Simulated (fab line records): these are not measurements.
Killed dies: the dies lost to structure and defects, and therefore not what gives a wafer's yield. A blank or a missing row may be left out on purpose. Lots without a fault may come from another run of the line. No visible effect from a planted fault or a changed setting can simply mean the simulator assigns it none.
fab line records	flow gf180mcu
record: lots: 24	wafers: 72	last_day: 34
route steps=602 shown CONTACT@303 M1@318 V1@358 M3@423 V3@433
lots with no fault: from the same line, run without faults
start_h: start of the lot's first displayed wafer, in hours after the record's first day	wait_h: hours elapsed since this lot's preceding step	" unchanged from the row above	L1.1+2: a single row standing in for several wafers	- value missing, or start not given	* or withheld: withheld	< > ~ a bound
route shown NAME@n: NAME is a module with steps in the file, n the number in the route of the first one	usual: average and standard deviation across the fault-free wafers	same: alike in all rows	chamber/n: place in a boat	sites: per-site readings	_std_site: the values' standard deviation	_edge_site: inner sites' mean taken away from outer sites' mean	radius_mm: for every site, how far away it sits from the centre of the wafer	mask NAME#n: copy n	behind: the tool/chamber that last shaped the wafer	hold: the reason the lot was held/the length of the hold in hours/how it ended	device: the n, p or np transistor that did not switch	end of line: tests run on the same wafers once the route is complete	a step without rows: its recipe alone	killed: count of dies lost to structure and defects at first sort (not the wafer's yield)	map: dies across one wafer; x = killed, . = not, _ = none there
set.NAME: the setting the step ran with; set.NAME@STEP: the setting that earlier step ran with	model.NAME: the simulator's own value behind a step, which no gauge read
one table for each step of the route and one row for each wafer, over a sample of lots
services: from which hour (start_h, from the record's first day; less than 0 if before it) a tool's chamber was out of use, for how many hours, and why
== steps ==
step: GF_CONTACT_ETCH_16
recipe: chemistry: N2/H2	target_depth_a: withheld	overetch_a: withheld	time_s: withheld	target: BARC	ion_energy_ev: 200	source_w: 500	bias_w: 100	pressure_mtorr: 30	n2_flow_sccm: 100	h2_flow_sccm: 200
usual: drypump_motor_current_A: 5.6/0.5	h2_flow_sccm: 200.0/0.61	oes_product_au: 0.855/0.0046	throttle_valve_pct: 13.225/0.0085
lot.wafer	tool	chamber	start_h	wait_h	drypump_motor_current_A	h2_flow_sccm	oes_product_au	throttle_valve_pct
L074.2	rie_diel-02	2	373.65	0.0	4.8	200.7	0.863	13.243
L074.3	"	3	"	"	5.5	198.8	0.858	13.214
L074.5	"	2	"	"	4.9	200.5	0.859	13.211
L075.1	rie_diel-03	0	378.80	0.0	5.9	201.1	0.855	13.228
L075.2	"	3	"	"	6.6	200.0	0.855	13.222
L075.3	"	2	"	"	5.2	200.0	0.851	13.224
L076.2	rie_diel-04	1	389.60	0.0	6.1	200.8	0.850	13.230
L076.5	"	0	"	"	6.1	201.2	0.852	13.220
L076.6	"	1	"	"	6.2	201.3	0.851	13.225
L077.1	rie_diel-04	2	403.80	0.0	4.9	199.9	0.842	13.215
L077.4	"	1	"	"	6.1	200.9	0.846	13.229
L077.5	"	3	"	"	5.2	199.4	0.849	13.215
L078.2	rie_diel-02	2	408.54	0.0	4.9	200.1	0.858	13.211
L078.4	"	0	"	"	5.9	200.0	0.864	13.233
L078.6	"	2	"	"	4.9	199.6	0.857	13.218
L079.1	rie_diel-02	0	412.25	0.0	5.9	199.8	0.854	13.230
L079.3	"	3	"	"	5.5	199.4	0.856	13.230
L079.4	"	1	"	"	5.7	199.2	0.851	13.224
L081.1	rie_diel-02	3	435.94	0.0	5.5	199.2	0.856	13.234
L081.2	"	1	"	"	5.5	199.9	0.853	13.220
L081.6	"	1	"	"	5.6	200.0	0.854	13.224
L080.2	rie_diel-04	0	436.29	0.0	6.1	199.7	0.856	13.230
L080.3	"	1	"	"	6.1	200.5	0.852	13.224
L080.4	"	2	"	"	4.9	199.6	0.858	13.225
L082.1	rie_diel-04	2	442.54	0.0	4.9	199.7	0.854	13.221
L082.3	"	0	"	"	6.1	200.1	0.855	13.234
L082.4	"	1	"	"	6.1	199.9	0.851	13.230
L083.1	rie_diel-03	2	447.59	0.0	5.2	200.4	0.858	13.227
L083.4	"	1	"	"	5.8	200.1	0.854	13.222
L083.5	"	2	"	"	5.2	200.3	0.857	13.219
L084.1	rie_diel-04	2	471.23	0.0	4.9	199.8	0.855	13.221
L084.3	"	0	"	"	6.1	199.8	0.850	13.230
L084.4	"	3	"	"	5.3	200.0	0.851	13.205
L085.2	rie_diel-04	2	473.34	0.0	4.9	200.2	0.846	13.231
L085.5	"	2	"	"	4.9	200.3	0.859	13.213
L085.6	"	1	"	"	6.2	199.8	0.849	13.231
L086.1	rie_diel-04	1	481.04	0.0	6.1	200.4	0.862	13.208
L086.3	"	0	"	"	6.1	199.6	0.854	13.227
L086.5	"	1	"	"	6.1	200.2	0.865	13.245
L087.1	rie_diel-02	2	490.69	0.0	4.9	199.6	0.859	13.231
L087.3	"	1	"	"	5.6	199.6	0.857	13.220
L087.4	"	3	"	"	5.5	199.7	0.855	13.216
L088.1	rie_diel-04	1	497.99	0.0	6.1	199.5	0.858	13.227
L088.3	"	0	"	"	6.1	200.3	0.851	13.228
L088.6	"	3	"	"	5.3	200.4	0.855	13.216
L089.1	rie_diel-04	0	503.99	0.0	6.1	201.1	0.857	13.215
L089.3	"	1	"	"	6.1	200.0	0.852	13.225
L089.6	"	0	"	"	6.1	200.3	0.861	13.228
L090.3	rie_diel-03	2	511.66	0.0	5.2	200.6	0.860	13.230
L090.4	"	0	"	"	5.9	199.6	0.857	13.224
L090.5	"	0	"	"	5.9	199.1	0.854	13.229
L091.3	rie_diel-03	2	520.75	0.0	5.2	200.0	0.857	13.226
L091.4	"	0	"	"	5.9	199.7	0.851	13.243
L091.6	"	0	"	"	5.9	199.6	0.858	13.214
L092.3	rie_diel-04	0	533.08	0.0	6.1	199.2	0.851	13.227
L092.5	"	2	"	"	4.9	200.2	0.862	13.236
L092.6	"	1	"	"	6.1	200.6	0.853	13.236
L093.2	rie_diel-02	3	535.53	0.0	5.5	199.7	0.854	13.228
L093.5	"	1	"	"	5.6	199.5	0.853	13.230
L093.6	"	3	"	"	5.5	198.6	0.862	13.236
L094.1	rie_diel-03	3	541.09	0.0	6.5	200.2	0.861	13.243
L094.4	"	1	"	"	5.8	199.1	0.850	13.215
L094.5	"	3	"	"	6.6	200.0	0.858	13.219
L095.4	rie_diel-03	1	548.81	0.0	5.8	198.7	0.860	13.221
L095.5	"	2	"	"	5.2	201.5	0.857	13.220
L095.6	"	3	"	"	6.5	199.7	0.851	13.220
L096.1	rie_diel-03	2	555.03	0.0	5.2	199.5	0.853	13.232
L096.3	"	3	"	"	6.6	200.7	0.852	13.225
L096.6	"	3	"	"	6.6	200.2	0.849	13.235
L097.1	rie_diel-04	3	558.04	0.0	5.3	199.4	0.855	13.220
L097.2	"	1	"	"	6.1	199.0	0.850	13.240
L097.3	"	0	"	"	6.1	201.0	0.857	13.214
step: GF_M1_SPUTTER_03
recipe: material: Ti	target_thk_nm: 10	substrate_temp_c: 300	chamber_pressure_pa: 0.3	power_w: 3000	time_s: 6.7
usual: throttle_valve_pct: 29.9/0.86
lot.wafer	tool	chamber	start_h	wait_h	throttle_valve_pct
L074.2	pvd_sputter-02	-	375.06	0.0	29.8
L074.3	"	-	"	"	29.6
L074.5	"	-	"	"	28.6
L075.1	pvd_sputter-02	-	380.10	0.0	28.9
L075.2	"	-	"	"	29.8
L075.3	"	-	"	"	29.4
L076.2	pvd_sputter-02	-	390.91	0.0	28.9
L076.5	"	-	"	"	29.5
L076.6	"	-	"	"	28.5
L077.1	pvd_sputter-02	-	405.10	0.0	30.2
L077.4	"	-	"	"	28.5
L077.5	"	-	"	"	28.5
L078.2	pvd_sputter-01	-	409.96	0.0	30.3
L078.4	"	-	"	"	29.7
L078.6	"	-	"	"	30.2
L079.1	pvd_sputter-03	-	413.56	0.0	30.8
L079.3	"	-	"	"	31.0
L079.4	"	-	"	"	29.4
L081.1	pvd_sputter-01	-	437.25	0.0	30.4
L081.2	"	-	"	"	30.8
L081.6	"	-	"	"	29.8
L080.2	pvd_sputter-02	-	437.60	0.0	28.6
L080.3	"	-	"	"	30.0
L080.4	"	-	"	"	28.7
L082.1	pvd_sputter-01	-	443.85	0.0	30.6
L082.3	"	-	"	"	30.8
L082.4	"	-	"	"	29.6
L083.1	pvd_sputter-03	-	449.00	0.0	30.7
L083.4	"	-	"	"	31.7
L083.5	"	-	"	"	31.0
L084.1	pvd_sputter-02	-	472.54	0.0	28.3
L084.3	"	-	"	"	29.9
L084.4	"	-	"	"	29.8
L085.2	pvd_sputter-01	-	474.65	0.0	30.4
L085.5	"	-	"	"	30.6
L085.6	"	-	"	"	29.8
L086.1	pvd_sputter-01	-	482.35	0.0	29.4
L086.3	"	-	"	"	30.5
L086.5	"	-	"	"	29.8
L087.1	pvd_sputter-01	-	491.99	0.0	30.7
L087.3	"	-	"	"	30.8
L087.4	"	-	"	"	30.5
L088.1	pvd_sputter-03	-	499.39	0.0	31.1
L088.3	"	-	"	"	30.8
L088.6	"	-	"	"	29.6
L089.1	pvd_sputter-03	-	505.34	0.0	31.2
L089.3	"	-	"	"	29.2
L089.6	"	-	"	"	31.2
L090.3	pvd_sputter-01	-	513.34	0.0	29.8
L090.4	"	-	"	"	30.5
L090.5	"	-	"	"	30.7
L091.3	pvd_sputter-01	-	522.20	0.0	29.7
L091.4	"	-	"	"	30.7
L091.6	"	-	"	"	30.8
L092.3	pvd_sputter-02	-	534.38	0.0	28.3
L092.5	"	-	"	"	29.5
L092.6	"	-	"	"	28.4
L093.2	pvd_sputter-02	-	536.84	0.0	28.4
L093.5	"	-	"	"	28.5
L093.6	"	-	"	"	29.8
L094.1	pvd_sputter-01	-	542.57	0.0	29.3
L094.4	"	-	"	"	30.7
L094.5	"	-	"	"	30.7
L095.4	pvd_sputter-03	-	550.09	0.0	29.4
L095.5	"	-	"	"	31.3
L095.6	"	-	"	"	31.5
L096.1	pvd_sputter-02	-	556.77	0.0	28.4
L096.3	"	-	"	"	29.8
L096.6	"	-	"	"	28.7
L097.1	pvd_sputter-02	-	559.34	0.0	28.4
L097.2	"	-	"	"	29.5
L097.3	"	-	"	"	29.7
step: GF_M1_RS_MEAS_05
recipe: thk_meas_gauge: four-point-probe	reads: TiN_of_M1_SPUTTER_04+Ti_of_M1_SPUTTER_03+AlCu_of_M1_SPUTTER_02+TiN_of_M1_SPUTTER_01+Ti_of_M1_SPUTTER_00
usual: M1_ALCU_RS: 0.0695/0.00091
lot.wafer	tool	chamber	start_h	wait_h	M1_ALCU_RS[ohm/sq]
L074.2	film_metro-01	-	375.14	0.0	0.0680
L074.3	"	-	"	"	0.0685
L074.5	"	-	"	"	0.0692
L075.1	film_metro-03	-	380.16	0.0	0.0695
L075.2	"	-	"	"	0.0687
L075.3	"	-	"	"	0.0696
L076.2	film_metro-04	-	390.99	0.0	0.0697
L076.5	"	-	"	"	0.0698
L076.6	"	-	"	"	0.0700
L077.1	film_metro-04	-	405.16	0.0	0.0691
L077.4	"	-	"	"	0.0698
L077.5	"	-	"	"	0.0698
L078.2	film_metro-03	-	410.04	0.0	0.0680
L078.4	"	-	"	"	0.0681
L078.6	"	-	"	"	0.0679
L079.1	film_metro-01	-	413.62	0.0	0.0695
L079.3	"	-	"	"	0.0689
L079.4	"	-	"	"	0.0690
L081.1	film_metro-03	-	437.31	0.0	0.0699
L081.2	"	-	"	"	0.0705
L081.6	"	-	"	"	0.0691
L080.2	film_metro-01	-	437.68	0.0	0.0704
L080.3	"	-	"	"	0.0694
L080.4	"	-	"	"	0.0698
L082.1	film_metro-01	-	443.91	0.0	0.0680
L082.3	"	-	"	"	0.0695
L082.4	"	-	"	"	0.0693
L083.1	film_metro-03	-	449.06	0.0	0.0701
L083.4	"	-	"	"	0.0705
L083.5	"	-	"	"	0.0698
L084.1	film_metro-03	-	472.60	0.0	0.0696
L084.3	"	-	"	"	0.0689
L084.4	"	-	"	"	0.0697
L085.2	film_metro-04	-	474.73	0.0	0.0693
L085.5	"	-	"	"	0.0716
L085.6	"	-	"	"	0.0699
L086.1	film_metro-04	-	482.41	0.0	0.0706
L086.3	"	-	"	"	0.0697
L086.5	"	-	"	"	0.0692
L087.1	film_metro-03	-	492.05	0.0	0.0688
L087.3	"	-	"	"	0.0705
L087.4	"	-	"	"	0.0712
L088.1	film_metro-01	-	499.45	0.0	0.0694
L088.3	"	-	"	"	0.0693
L088.6	"	-	"	"	0.0693
L089.1	film_metro-04	-	505.40	0.0	0.0718
L089.3	"	-	"	"	0.0707
L089.6	"	-	"	"	0.0717
L090.3	film_metro-04	-	513.44	0.1	0.0692
L090.4	"	-	"	"	0.0684
L090.5	"	-	"	"	0.0695
L091.3	film_metro-01	-	522.30	0.1	0.0673
L091.4	"	-	"	"	0.0684
L091.6	"	-	"	"	0.0680
L092.3	film_metro-01	-	534.49	0.1	0.0688
L092.5	"	-	"	"	0.0697
L092.6	"	-	"	"	0.0692
L093.2	film_metro-03	-	536.92	0.0	0.0703
L093.5	"	-	"	"	0.0694
L093.6	"	-	"	"	0.0693
L094.1	film_metro-04	-	542.63	0.0	0.0691
L094.4	"	-	"	"	0.0701
L094.5	"	-	"	"	0.0701
L095.4	film_metro-03	-	550.21	0.1	0.0684
L095.5	"	-	"	"	0.0685
L095.6	"	-	"	"	0.0700
L096.1	film_metro-01	-	556.83	0.0	0.0708
L096.3	"	-	"	"	0.0704
L096.6	"	-	"	"	0.0706
L097.1	film_metro-01	-	559.40	0.0	0.0699
L097.2	"	-	"	"	0.0706
L097.3	"	-	"	"	0.0697
step: GF_V1_CVD_23
recipe: material: W	target_thk_nm: 350	time_s: 105.05	temp_c: 400	pressure_torr: 40
usual: heater_power_outer_w: 544/71	heater_power_w: 881/110
lot.wafer	tool	chamber	start_h	wait_h	heater_power_outer_w	heater_power_w
L074.2	cvd_w-02	1	424.32	0.0	581	920
L074.3	"	0	"	"	491	799
L074.5	"	0	"	"	500	827
L075.1	cvd_w-02	0	430.66	0.0	488	822
L075.2	"	1	"	"	585	945
L075.3	"	0	"	"	490	837
L076.2	cvd_w-01	1	441.34	0.0	649	1090
L076.5	"	1	"	"	650	1077
L076.6	"	0	"	"	444	752
L077.1	cvd_w-01	0	456.10	0.0	437	734
L077.4	"	0	"	"	447	740
L077.5	"	1	"	"	649	1072
L078.2	cvd_w-02	0	461.16	0.0	491	836
L078.4	"	1	"	"	604	916
L078.6	"	1	"	"	589	912
L079.1	cvd_w-02	1	464.65	0.0	591	918
L079.3	"	0	"	"	494	826
L079.4	"	1	"	"	593	936
L081.1	cvd_w-01	0	489.06	0.0	454	735
L081.2	"	0	"	"	450	752
L081.6	"	0	"	"	441	745
L080.2	cvd_w-02	0	489.20	0.0	503	814
L080.3	"	0	"	"	514	808
L080.4	"	1	"	"	588	915
L082.1	cvd_w-02	1	494.80	0.0	591	939
L082.3	"	0	"	"	497	835
L082.4	"	1	"	"	596	927
L083.1	cvd_w-02	1	499.84	0.0	579	918
L083.4	"	1	"	"	584	940
L083.5	"	1	"	"	603	936
L084.1	cvd_w-01	1	522.71	0.0	657	1056
L084.3	"	1	"	"	666	1080
L084.4	"	0	"	"	441	727
L085.2	cvd_w-02	0	525.70	0.0	519	803
L085.5	"	1	"	"	602	929
L085.6	"	0	"	"	496	833
L086.1	cvd_w-02	0	532.13	0.0	515	817
L086.3	"	0	"	"	506	849
L086.5	"	1	"	"	610	914
L087.1	cvd_w-02	1	540.83	0.0	609	941
L087.3	"	0	"	"	491	841
L087.4	"	1	"	"	601	928
L088.1	cvd_w-02	1	548.86	0.0	597	935
L088.3	"	1	"	"	595	926
L088.6	"	0	"	"	510	821
L089.1	cvd_w-02	1	554.15	0.0	592	926
L089.3	"	1	"	"	576	945
L089.6	"	0	"	"	498	813
L090.3	cvd_w-01	1	560.49	0.1	657	1063
L090.4	"	0	"	"	441	736
L090.5	"	0	"	"	430	733
L091.3	cvd_w-01	0	578.39	0.1	451	752
L091.4	"	1	"	"	645	1076
L091.6	"	1	"	"	652	1057
L092.3	cvd_w-02	1	580.99	0.1	608	921
L092.5	"	1	"	"	597	944
L092.6	"	0	"	"	511	825
L093.2	cvd_w-02	0	582.45	0.0	498	833
L093.5	"	1	"	"	569	902
L093.6	"	0	"	"	507	829
L094.1	cvd_w-02	1	588.15	0.0	598	938
L094.4	"	1	"	"	595	903
L094.5	"	0	"	"	513	824
L095.4	cvd_w-02	0	595.34	0.1	500	835
L095.5	"	0	"	"	511	810
L095.6	"	1	"	"	601	962
L096.1	cvd_w-01	0	603.58	0.0	450	747
L096.3	"	1	"	"	653	1106
L096.6	"	1	"	"	656	1074
L097.1	cvd_w-01	1	605.89	0.0	657	1062
L097.2	"	0	"	"	450	737
L097.3	"	0	"	"	461	737
step: GF_M3_CD_MEAS_14
recipe: target_cd_nm: 280
usual: cd_nm: 280.0/1.1
lot.wafer	tool	chamber	start_h	wait_h	cd_nm
L074.2	cd_sem-01	-	502.35	0.1	280.2
L074.3	"	-	"	"	279.5
L074.5	"	-	"	"	280.0
L075.1	cd_sem-02	-	507.27	0.1	278.8
L075.2	"	-	"	"	279.7
L075.3	"	-	"	"	278.7
L076.2	cd_sem-01	-	518.26	0.1	280.1
L076.5	"	-	"	"	281.2
L076.6	"	-	"	"	281.4
L077.1	cd_sem-01	-	530.59	0.1	281.1
L077.4	"	-	"	"	281.3
L077.5	"	-	"	"	280.8
L078.2	cd_sem-01	-	537.50	0.1	278.9
L078.4	"	-	"	"	279.6
L078.6	"	-	"	"	280.1
L079.1	cd_sem-01	-	538.78	0.1	277.7
L079.3	"	-	"	"	279.5
L079.4	"	-	"	"	279.3
L081.1	cd_sem-02	-	560.98	0.1	277.7
L081.2	"	-	"	"	278.3
L081.6	"	-	"	"	279.1
L080.2	cd_sem-01	-	561.74	0.1	282.2
L080.3	"	-	"	"	282.6
L080.4	"	-	"	"	282.3
L082.1	cd_sem-02	-	567.48	0.1	279.6
L082.3	"	-	"	"	278.7
L082.4	"	-	"	"	279.7
L083.1	cd_sem-02	-	572.54	0.1	281.6
L083.4	"	-	"	"	281.6
L083.5	"	-	"	"	281.3
L084.1	cd_sem-01	-	600.34	0.1	279.5
L084.3	"	-	"	"	278.6
L084.4	"	-	"	"	279.9
L085.2	cd_sem-02	-	600.64	0.1	279.6
L085.5	"	-	"	"	280.2
L085.6	"	-	"	"	281.0
L086.1	cd_sem-01	-	603.24	0.1	281.4
L086.3	"	-	"	"	280.2
L086.5	"	-	"	"	280.0
L087.1	cd_sem-02	-	608.83	0.1	279.9
L087.3	"	-	"	"	279.0
L087.4	"	-	"	"	278.7
L088.1	cd_sem-01	-	615.99	0.1	279.4
L088.3	"	-	"	"	280.0
L088.6	"	-	"	"	279.7
L089.1	cd_sem-02	-	621.58	0.1	280.6
L089.3	"	-	"	"	279.9
L089.6	"	-	"	"	281.7
L090.3	cd_sem-02	-	627.92	0.1	278.5
L090.4	"	-	"	"	279.8
L090.5	"	-	"	"	278.5
L091.3	cd_sem-01	-	644.73	0.1	279.9
L091.4	"	-	"	"	278.5
L091.6	"	-	"	"	279.2
L092.3	cd_sem-01	-	648.46	0.1	279.2
L092.5	"	-	"	"	279.0
L092.6	"	-	"	"	278.5
L093.2	cd_sem-02	-	648.79	0.1	281.8
L093.5	"	-	"	"	281.1
L093.6	"	-	"	"	282.1
L094.1	cd_sem-02	-	654.59	0.1	281.2
L094.4	"	-	"	"	281.5
L094.5	"	-	"	"	281.0
L095.4	cd_sem-01	-	660.95	0.1	279.5
L095.5	"	-	"	"	278.0
L095.6	"	-	"	"	279.3
L096.1	cd_sem-02	-	668.17	0.1	281.5
L096.3	"	-	"	"	282.0
L096.6	"	-	"	"	281.5
L097.1	cd_sem-01	-	669.87	0.1	279.7
L097.2	"	-	"	"	278.6
L097.3	"	-	"	"	279.6
step: GF_V3_CMP_04
recipe: material: SiO2	down_force_psi: 4	platen_rpm: 60	pad_velocity_m_s: 0.94248
usual: motor_current_A: 11.5/0.99	time_to_endpoint_s: 76/6
lot.wafer	tool	chamber	start_h	wait_h	motor_current_A	time_to_endpoint_s
L074.3	cmp-02	2	503.88	0.1	11.3	75
L074.2	"	3	"	"	12.0	78
L074.5	"	2	"	"	11.5	80
L075.1	cmp-02	0	508.52	0.1	12.8	87
L075.3	"	1	"	"	13.1	80
L075.2	"	2	"	"	11.5	71
L076.2	cmp-01	3	519.57	0.3	11.4	71
L076.6	"	1	"	"	11.7	78
L076.5	"	2	"	"	11.4	80
L077.4	cmp-01	0	531.66	0.0	9.6	83
L077.1	"	3	"	"	11.9	83
L077.5	"	1	"	"	10.8	86
L078.2	cmp-01	0	538.54	0.0	9.7	74
L078.4	"	1	"	"	11.9	78
L078.6	"	0	"	"	9.7	74
L079.1	cmp-02	3	554.51	0.1	11.9	70
L079.3	"	0	"	"	12.0	68
L079.4	"	1	"	"	13.8	74
L081.1	cmp-01	0	562.04	0.1	9.7	73
L081.2	"	3	"	"	11.9	74
L081.6	"	1	"	"	11.6	76
L080.2	cmp-01	1	562.82	0.0	11.4	78
L080.4	"	3	"	"	12.4	85
L080.3	"	0	"	"	9.6	84
L082.4	cmp-01	2	568.54	0.0	10.8	85
L082.3	"	3	"	"	12.0	76
L082.1	"	1	"	"	12.2	79
L083.1	cmp-02	3	573.66	0.1	11.2	69
L083.4	"	1	"	"	13.4	78
L083.5	"	0	"	"	11.8	85
L084.4	cmp-01	2	601.56	0.1	11.1	76
L084.3	"	3	"	"	11.9	67
L084.1	"	0	"	"	9.7	69
L085.2	cmp-02	2	601.73	0.1	10.8	80
L085.6	"	1	"	"	12.9	82
L085.5	"	2	"	"	11.1	83
L086.1	cmp-01	1	604.30	0.1	11.8	67
L086.3	"	3	"	"	11.5	65
L086.5	"	2	"	"	10.7	72
L087.4	cmp-01	1	609.94	0.1	11.9	74
L087.1	"	2	"	"	10.9	73
L087.3	"	3	"	"	12.4	76
L088.1	cmp-02	0	617.19	0.1	11.8	74
L088.3	"	2	"	"	11.1	79
L088.6	"	0	"	"	11.9	84
L089.1	cmp-01	0	622.98	0.1	9.3	63
L089.3	"	1	"	"	11.4	66
L089.6	"	1	"	"	11.8	67
L090.4	cmp-02	2	628.99	0.1	11.4	75
L090.3	"	0	"	"	12.2	69
L090.5	"	1	"	"	12.8	85
L091.3	cmp-02	1	645.84	0.0	12.3	79
L091.4	"	2	"	"	11.7	85
L091.6	"	1	"	"	13.4	83
L092.3	cmp-01	3	649.59	0.1	12.7	70
L092.5	"	2	"	"	11.6	76
L092.6	"	3	"	"	12.4	71
L093.2	cmp-01	1	650.32	0.2	12.2	68
L093.5	"	2	"	"	10.7	77
L093.6	"	3	"	"	11.8	71
L094.4	cmp-01	0	655.79	0.1	10.3	84
L094.1	"	1	"	"	11.0	81
L094.5	"	3	"	"	12.0	74
L095.4	cmp-02	3	662.11	0.1	10.8	77
L095.5	"	2	"	"	11.1	81
L095.6	"	3	"	"	11.0	78
L096.1	cmp-02	3	669.67	0.1	11.1	78
L096.3	"	0	"	"	12.5	74
L096.6	"	2	"	"	11.1	81
L097.2	cmp-02	0	670.93	0.0	11.3	75
L097.1	"	2	"	"	11.3	70
L097.3	"	3	"	"	11.7	72
== services ==
tool	chamber	start_h	hours	kind
rie_diel-04	2	365.71	9.1	repair
cmp-02	-	370.40	4.7	pm
cvd_w-02	-	390.00	14.0	pm
rie_diel-04	0	390.27	4.6	repair
rie_diel-04	0	398.13	1.2	repair
rie_diel-04	0	401.36	15.9	repair
cmp-02	-	404.14	4.0	pm
cmp-02	-	409.97	7.3	pm
rie_diel-04	3	448.51	7.9	repair
cmp-02	-	449.68	9.3	pm
cmp-01	-	465.75	3.0	repair
rie_diel-04	3	480.88	2.4	repair
cmp-02	-	489.26	0.7	repair
cmp-01	-	500.96	4.2	pm
cmp-01	-	505.15	8.2	pm
rie_diel-04	0	509.30	5.2	repair
cmp-01	-	517.94	0.9	repair
cmp-02	-	540.49	2.1	repair
rie_diel-04	0	548.93	6.8	repair
cvd_w-02	0	572.47	5.6	repair
cmp-01	-	577.27	4.0	pm
cmp-01	-	616.12	0.6	repair
cmp-01	-	631.47	7.6	repair
cvd_w-02	-	663.42	14.6	pm
== key ==
fault none
